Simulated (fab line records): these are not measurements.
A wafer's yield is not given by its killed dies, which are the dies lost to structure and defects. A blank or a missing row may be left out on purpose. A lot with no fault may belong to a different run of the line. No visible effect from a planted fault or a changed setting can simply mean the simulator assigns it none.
Which tool is to blame? -- flow sky130 -- Sampling: 24 lots, 72 wafers, 6 of 708 route steps

## WHAT THE GAUGES READ, wafer by wafer
SKY_VIA1_RS_MEAS_22: a four-point-probe measurement.
lot,measured,on,VIA1_W_RS (ohm/sq)
L074,day 34 09:45,film metro-01,0.425 0.442 0.422
L075,day 34 11:18,film metro-01,0.429 0.431 0.432
L076,day 34 17:31,film metro-01,0.430 0.434 0.432
L077,day 35 04:32,film metro-02,0.437 0.438 0.440
L078,day 35 16:48,film metro-02,0.444 0.439 0.434
L079,day 35 20:24,film metro-01,0.426 0.430 0.423
L080,day 35 20:51,film metro-03,0.440 0.434 0.438
L081,day 36 06:56,film metro-01,0.437 0.439 0.434
L082,day 36 17:17,film metro-02,0.443 0.441 0.428
L083,day 36 23:26,film metro-01,0.422 0.428 0.422
L084,day 37 06:06,film metro-01,0.431 0.422 0.423
L085,day 37 10:38,film metro-01,0.426 0.427 0.430
L086,day 37 17:14,film metro-01,0.421 0.431 0.423
L089,day 39 09:38,film metro-03,0.419 0.422 0.425
L087,day 39 11:35,film metro-02,0.427 0.431 0.428
L088,day 39 11:53,film metro-03,0.411 0.426 0.425
L090,day 39 12:24,film metro-03,0.433 0.431 0.434
L091,day 39 12:40,film metro-01,0.421 0.417 0.409
L092,day 39 15:23,film metro-02,0.423 0.408 0.410
L093,day 39 19:38,film metro-03,0.431 0.434 0.433
L094,day 39 23:53,film metro-03,0.434 0.424 0.429
L095,day 40 15:16,film metro-01,0.427 0.411 0.409
L096,day 40 21:50,film metro-03,0.420 0.408 0.426
L097,day 41 06:19,film metro-01,0.429 0.418 0.433

SKY_METAL3_OVL_MEAS_14.
lot,measured,on,METAL3_OVL (nm)
L074,day 38 22:26,overlay-02,8 -2 4
L075,day 38 23:52,overlay-01,3 4 11
L076,day 39 05:56,overlay-01,0 1 3
L077,day 39 16:34,overlay-02,1 -2 1
L078,day 40 02:19,overlay-01,6 5 4
L079,day 40 06:53,overlay-02,3 -5 5
L080,day 40 07:53,overlay-01,7 10 7
L081,day 40 17:40,overlay-01,4 13 1
L082,day 40 23:59,overlay-02,11 7 5
L083,day 41 09:47,overlay-01,-1 14 8
L084,day 41 14:57,overlay-01,9 9 8
L085,day 41 19:47,overlay-02,8 10 -2
L086,day 42 01:40,overlay-02,20 18 17
L089,day 43 15:02,overlay-01,2 2 2
L087,day 43 18:20,overlay-02,10 15 9
L088,day 43 18:41,overlay-01,3 1 4
L090,day 43 18:43,overlay-02,-4 -8 0
L091,day 43 19:44,overlay-02,5 2 8
L092,day 43 21:24,overlay-02,17 9 14
L093,day 43 23:02,overlay-02,9 2 0
L094,day 44 02:57,overlay-02,3 -1 4
L095,day 44 20:32,overlay-02,3 -1 2
L096,day 44 23:45,overlay-01,2 -3 4
L097,day 45 06:52,overlay-02,5 16 4

SKY_CAP2M_THK_MEAS_04: measures by xrf.
lot,measured,on,CAP2M_TIN_THK (nm)
L074,day 40 02:01,film metro-04,201.1 200.6 200.1
L075,day 40 03:50,film metro-04,197.1 200.2 203.1
L076,day 40 09:17,film metro-02,197.9 200.0 201.7
L077,day 40 20:25,film metro-04,195.2 196.3 197.8
L078,day 41 06:24,film metro-04,201.0 199.9 202.7
L079,day 41 11:00,film metro-04,199.7 200.1 198.6
L080,day 41 11:49,film metro-04,197.8 200.2 200.0
L081,day 41 22:14,film metro-02,199.8 196.9 199.0
L082,day 42 03:56,film metro-02,196.3 196.1 198.6
L083,day 42 13:43,film metro-03,200.6 202.1 200.0
L084,day 42 18:49,film metro-02,198.0 198.6 198.9
L085,day 42 23:14,film metro-03,196.9 197.3 195.6
L086,day 43 05:11,film metro-02,203.3 199.7 201.8
L089,day 44 17:26,film metro-04,194.5 194.0 195.1
L087,day 44 20:28,film metro-04,201.2 200.7 201.3
L088,day 44 21:04,film metro-04,202.6 201.9 203.6
L090,day 44 21:32,film metro-04,201.8 198.4 202.1
L091,day 44 22:41,film metro-04,200.4 199.8 198.5
L092,day 44 23:19,film metro-03,196.7 196.9 195.1
L093,day 45 00:44,film metro-02,198.7 196.7 197.8
L094,day 45 04:36,film metro-03,197.5 198.8 197.9
L095,day 45 22:46,film metro-03,196.8 196.7 196.3
L096,day 46 01:32,film metro-03,199.2 198.8 197.3
L097,day 46 08:14,film metro-03,201.1 198.2 202.1

## WHICH TOOL RAN EACH LOT (tool, then ch and the chambers of the sampled wafers, then the start)
lot,SKY_CONTACT_CVD_24,SKY_VIA1_CMP_02,SKY_METAL4_SPUTTER_01
L074,"cvd w-02 ch 0,1, day 31 17:07","cmp-02 ch 0,1,2, day 33 05:31","pvd sputter-02, day 40 01:35"
L075,"cvd w-02 ch 0,1, day 32 01:44","cmp-01 ch 0,1, day 33 06:27","pvd sputter-02, day 40 03:24"
L076,"cvd w-01 ch 0,1, day 32 09:37","cmp-01 ch 0,3, day 33 13:45","pvd sputter-01, day 40 08:51"
L077,"cvd w-01 ch 0,1, day 32 21:30","cmp-01 ch 0,2,3, day 34 01:04","pvd sputter-02, day 40 19:58"
L078,"cvd w-02 ch 0,1, day 33 08:11","cmp-01 ch 1,2,3, day 34 12:46","pvd sputter-02, day 41 05:57"
L079,"cvd w-02 ch 0,1, day 33 11:41","cmp-02 ch 0,1,2, day 34 16:25","pvd sputter-01, day 41 10:33"
L080,"cvd w-02 ch 0,1, day 33 12:24","cmp-01 ch 1,2,3, day 34 17:24","pvd sputter-02, day 41 11:22"
L081,"cvd w-01 ch 0,1, day 33 22:48","cmp-02 ch 0,2,3, day 35 02:46","pvd sputter-01, day 41 21:47"
L082,"cvd w-02 ch 0,1, day 34 09:35","cmp-01 ch 0,1,2, day 35 14:43","pvd sputter-01, day 42 03:29"
L083,"cvd w-01 ch 0,1, day 34 15:19","cmp-01 ch 0,1,2, day 35 19:58","pvd sputter-02, day 42 13:16"
L084,"cvd w-02 ch 0,1, day 34 21:44","cmp-02 ch 0,1,2, day 36 02:20","pvd sputter-02, day 42 18:20"
L085,"cvd w-02 ch 0,1, day 35 03:49","cmp-01 ch 0,1, day 36 07:31","pvd sputter-02, day 42 22:47"
L086,"cvd w-02 ch 0,1, day 35 09:28","cmp-01 ch 0,2,3, day 36 13:27","pvd sputter-01, day 43 04:45"
L089,"cvd w-01 ch 0,1, day 37 03:44","cmp-02 ch 0,1, day 38 07:04","pvd sputter-03, day 44 16:59"
L087,"cvd w-01 ch 0,1, day 37 05:05","cmp-01 ch 0,3, day 38 08:49","pvd sputter-03, day 44 20:02"
L088,"cvd w-02 ch 0,1, day 37 05:34","cmp-02 ch 0,1,2, day 38 09:10","pvd sputter-03, day 44 20:38"
L090,"cvd w-01 ch 0,1, day 37 05:47","cmp-01 ch 1,2, day 38 09:16","pvd sputter-01, day 44 20:53"
L091,"cvd w-01 ch 0,1, day 37 06:19","cmp-02 ch 0,2,3, day 38 10:16","pvd sputter-01, day 44 22:14"
L092,"cvd w-01 ch 0,1, day 37 09:04","cmp-01 ch 1,2,3, day 38 12:40","pvd sputter-03, day 44 22:50"
L093,"cvd w-01 ch 0,1, day 37 13:56","cmp-01 ch 0,1, day 38 17:19","pvd sputter-03, day 45 00:17"
L094,"cvd w-01 ch 0,1, day 37 19:43","cmp-01 ch 0,2,3, day 38 22:31","pvd sputter-01, day 45 04:08"
L095,"cvd w-01 ch 1, day 38 09:57","cmp-01 ch 0,1,2, day 39 13:30","pvd sputter-01, day 45 22:17"
L096,"cvd w-02 ch 0,1, day 38 16:29","cmp-01 ch 0,3, day 39 19:54","pvd sputter-03, day 46 01:04"
L097,"cvd w-02 ch 0,1, day 39 01:20","cmp-02 ch 2,3, day 40 04:16","pvd sputter-01, day 46 07:48"
- SKY_CONTACT_CVD_24: deposits W, target thk 340 nm, time 102.12 s.
- SKY_VIA1_CMP_02: polishes SiO2.
- SKY_METAL4_SPUTTER_01: material TiN, target thk 20 nm, time 16.7 s.

## WHAT THE TOOLS THEMSELVES READ (means of the sampled wafers that have a number; where no wafer has one, the mark that the record gives instead)
SKY_CONTACT_CVD_24.
lot,tool,heater power w (W)
L074,cvd w-02,837
L075,cvd w-02,854
L076,cvd w-01,827
L077,cvd w-01,805
L078,cvd w-02,846
L079,cvd w-02,867
L080,cvd w-02,861
L081,cvd w-01,820
L082,cvd w-02,857
L083,cvd w-01,818
L084,cvd w-02,875
L085,cvd w-02,859
L086,cvd w-02,879
L089,cvd w-01,820
L087,cvd w-01,809
L088,cvd w-02,845
L090,cvd w-01,837
L091,cvd w-01,837
L092,cvd w-01,826
L093,cvd w-01,834
L094,cvd w-01,830
L095,cvd w-01,839
L096,cvd w-02,852
L097,cvd w-02,847

SKY_VIA1_CMP_02.
lot,tool,motor current A (A),slurry filter dp kPa (kPa)
L074,cmp-02,12.2,13.42
L075,cmp-01,13.7,13.44
L076,cmp-01,13.9,13.43
L077,cmp-01,12.6,13.53
L078,cmp-01,12.9,13.58
L079,cmp-02,12.2,13.47
L080,cmp-01,12.4,13.46
L081,cmp-02,11.9,13.55
L082,cmp-01,13.2,13.58
L083,cmp-01,13.7,13.54
L084,cmp-02,12.6,13.48
L085,cmp-01,13.4,13.65
L086,cmp-01,12.6,13.53
L089,cmp-02,12.2,13.51
L087,cmp-01,13.8,13.34
L088,cmp-02,12.0,13.44
L090,cmp-01,12.1,13.36
L091,cmp-02,12.3,13.44
L092,cmp-01,13.1,13.40
L093,cmp-01,14.1,13.50
L094,cmp-01,12.9,13.36
L095,cmp-01,13.0,13.38
L096,cmp-01,13.4,13.51
L097,cmp-02,11.6,13.45

SKY_METAL4_SPUTTER_01.
lot,tool,chamber pressure pa (Pa),throttle valve pct (%)
L074,pvd sputter-02,0.4000,30.6
L075,pvd sputter-02,0.4000,30.7
L076,pvd sputter-01,0.3997,29.3
L077,pvd sputter-02,0.4001,30.2
L078,pvd sputter-02,0.4002,29.6
L079,pvd sputter-01,0.4009,29.3
L080,pvd sputter-02,0.4009,30.8
L081,pvd sputter-01,0.4008,29.4
L082,pvd sputter-01,0.3995,29.7
L083,pvd sputter-02,0.4002,30.7
L084,pvd sputter-02,0.4006,30.1
L085,pvd sputter-02,0.4004,30.4
L086,pvd sputter-01,0.4004,29.9
L089,pvd sputter-03,0.4005,29.4
L087,pvd sputter-03,0.4001,28.9
L088,pvd sputter-03,0.4000,29.2
L090,pvd sputter-01,0.4005,29.6
L091,pvd sputter-01,0.4001,29.2
L092,pvd sputter-03,0.3997,29.0
L093,pvd sputter-03,0.4004,29.4
L094,pvd sputter-01,0.3993,29.3
L095,pvd sputter-01,0.3997,29.9
L096,pvd sputter-03,0.3999,29.3
L097,pvd sputter-01,0.3994,30.4

## THE ANSWER, worked out from the rows above alone
Rule: the lots themselves supply what counts as usual. Put in order of their means at a reading, lots are off if they are a third of the lots or fewer, leave a main group of 4 or more, and stand apart from it by a gap of 3 or more times the standard deviation of the main group's means; of several such gaps the widest counts. If all means in a main group match to the digits the tables above print for the reading, that group is not used. A lot without any number at a reading at which 4 lots or more have one is off too. The other lots that the step has rows for count as sound. The gauges are gone through in route order, then the tools' own readings, and for those a lot's mean is taken as printed above. At the first step where some lot is off, the reading lying furthest off is the one used; lots without a number count as furthest.
No lot is off at any reading shown: from this, nothing can be told.

## WHAT WAS PUT IN BY THE SIMULATOR
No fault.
